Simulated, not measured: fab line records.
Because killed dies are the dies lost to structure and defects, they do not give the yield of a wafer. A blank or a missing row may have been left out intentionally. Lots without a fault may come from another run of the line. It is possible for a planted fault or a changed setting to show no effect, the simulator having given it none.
Comparing a struck lot with a sound one    flow sky130    17 steps out of a route of 708
Sound: these wafers, L705.3, L705.4, L705.5. Wafers L718.1, L718.4, L718.6 were the ones struck. The cause is named last.
For every step that has rows: the tool of each side, followed by ch and its chambers, followed by its first start. Under that, the readings that differ: sound wafers    struck wafers    difference of the means    sigmas: that difference in standard deviations of wafers without a fault.
alike: readings whose means differ by less than 2 such deviations, and words and numbers that are the same on both sides. not compared: withheld readings, readings that some wafer has no value for, bounds like >300 that may hide the same value, and numbers for which the record gives no deviation and whose values overlap.
Wherever a step has rows on one side only, a row that says differs or no value, or a row with sigmas, the two part there. Numbers that have no deviation but don't overlap get no sigmas and don't part them. Lack of a reading on every wafer of one side parts them only where that side has two or more wafers.

first, 2 steps without rows for these wafers: SKY_CONTACT_PEB_12; SKY_CONTACT_DEVELOP_13 (develop time 60 s).
SKY_CONTACT_CD_MEAS_14: target cd 170 nm.
  struck on cd-sem-01, day 36 14:25; sound on cd-sem-02, day 32 14:29
  alike: cd-nm
SKY_CONTACT_OVL_MEAS_15:
  struck on overlay-02, day 36 14:32; sound on overlay-01, day 32 14:35
  alike: CONTACT_OVL
SKY_CONTACT_ETCH_16: etches BARC in N2/H2, stops on SiO2, time 45.9 s, target depth 60 nm.
  sound on rie-diel-04 ch 0,1, day 32 14:36; struck on rie-diel-01 ch 0,1, day 36 14:34
  alike: drypump-motor-current-A, oes-product-au, throttle-valve-pct
  not compared: rf-hours-counter-h
SKY_CONTACT_ETCH_17: etches SiO2 in C4F8/O2/Ar, stops on Si3N4, target depth 340 nm.
  sound on rie-diel-04 ch 0,1, day 32 14:38; struck on rie-diel-01 ch 0,1, day 36 14:37
  alike: oes-product-au
SKY_CONTACT_ETCH_18: etches Si3N4 in CHF3/O2, stops on TiN, time 39 s, target depth 75 nm.
  sound: rie-diel-04 ch 0,1; struck: rie-diel-01 ch 0,1
  alike: O2_flow_sccm, drypump-motor-current-A, oes-product-au, throttle-valve-pct
  not compared: rf-hours-counter-h
SKY_CONTACT_STRIP_19: strips in O2/N2.
  sound on plasma-asher-04 ch 0,1, day 32 14:46; struck on plasma-asher-04 ch 0,1, day 36 14:42
reading                       sound           struck          difference  sigmas
strip-time-to-endpoint-s (s)  3.69 3.61 3.67  3.55 3.53 3.54  -0.12       -2
  alike: drypump-motor-current-A, oes-product-au
  not compared: rf-hours-counter-h
then, 3 steps without rows for these wafers: SKY_CONTACT_STRIP_20 (strips in post etch residue remover, time 1200 s); SKY_CONTACT_CLEAN_21 (cleans in IPA, time 180 s); SKY_CONTACT_CLEAN_22 (cleans in O3/DIW).
SKY_CONTACT_SPUTTER_23: material TiN, target thk 20 nm, time 80 s.
  struck on pvd-sputter-02, day 36 15:18; sound on pvd-sputter-02, day 32 15:22
  alike: throttle-valve-pct
SKY_CONTACT_CVD_24: deposits W, target thk 340 nm, time 102.12 s.
  sound on cvd-w-01 ch 0,1, day 32 15:28; struck on cvd-w-02 ch 0,1, day 36 15:22
  no value came back on the struck wafers for chamber-pressure-Torr (Torr), heater-power-outer-w (W), heater-power-w (W); on the sound wafers chamber-pressure-Torr (Torr) reads 40.03 40.00 40.03
SKY_CONTACT_RS_MEAS_25: measurement is done with a four-point probe.
  struck on film-metro-04, day 36 15:28; sound on film-metro-04, day 32 15:35
reading                sound              struck                difference  sigmas
CONTACT_W_RS (ohm/sq)  0.343 0.338 0.336  58.422 58.621 59.048  +58.358     +99 or more
SKY_CONTACT_THK_MEAS_26: measures by xrf.
  struck on film-metro-04, day 36 15:35; sound on film-metro-04, day 32 15:41
reading             sound        struck    difference  sigmas
CONTACT_W_THK (nm)  329 334 336  <0 <0 <0  differs     
SKY_CONTACT_CMP_27: polishes, stops on SiO2, t overpolish 15 s, target thk 0 nm.
  sound on cmp-01 ch 1,2,3, day 32 15:49; struck on cmp-02 ch 1,2, day 36 15:42
reading                 sound     struck  difference  sigmas
time-to-endpoint-s (s)  86 80 80  3 4 5   -78         -22
  alike: motor-current-A
-- the record jumps here: 13 days lie between the struck wafers' starts before and after (it left off in module CONTACT and takes up again in module PAD_OPEN, whose first step shown is number 708 of the route) --
SKY_PAD_OPEN_PROBE_99:
  struck on prober-01, day 49 10:32; sound on prober-01, day 46 12:32
reading             sound     struck       difference  sigmas
killed-at-contacts  21 20 21  415 432 420  +402        +76
killed-dies         82 76 68  492 492 492  +417        +45
killed-on-rim       17 19 8   96 96 96     +81         +20
  alike: killed_at_M0_to_M3, killed_at_M4_up, killed-at-front-end, killed-at-other, killed-open, killed-short

WHERE THEY PART
First at SKY_CONTACT_STRIP_19; last, within this record, at SKY_PAD_OPEN_PROBE_99.

WHY: the cause the simulator had injected
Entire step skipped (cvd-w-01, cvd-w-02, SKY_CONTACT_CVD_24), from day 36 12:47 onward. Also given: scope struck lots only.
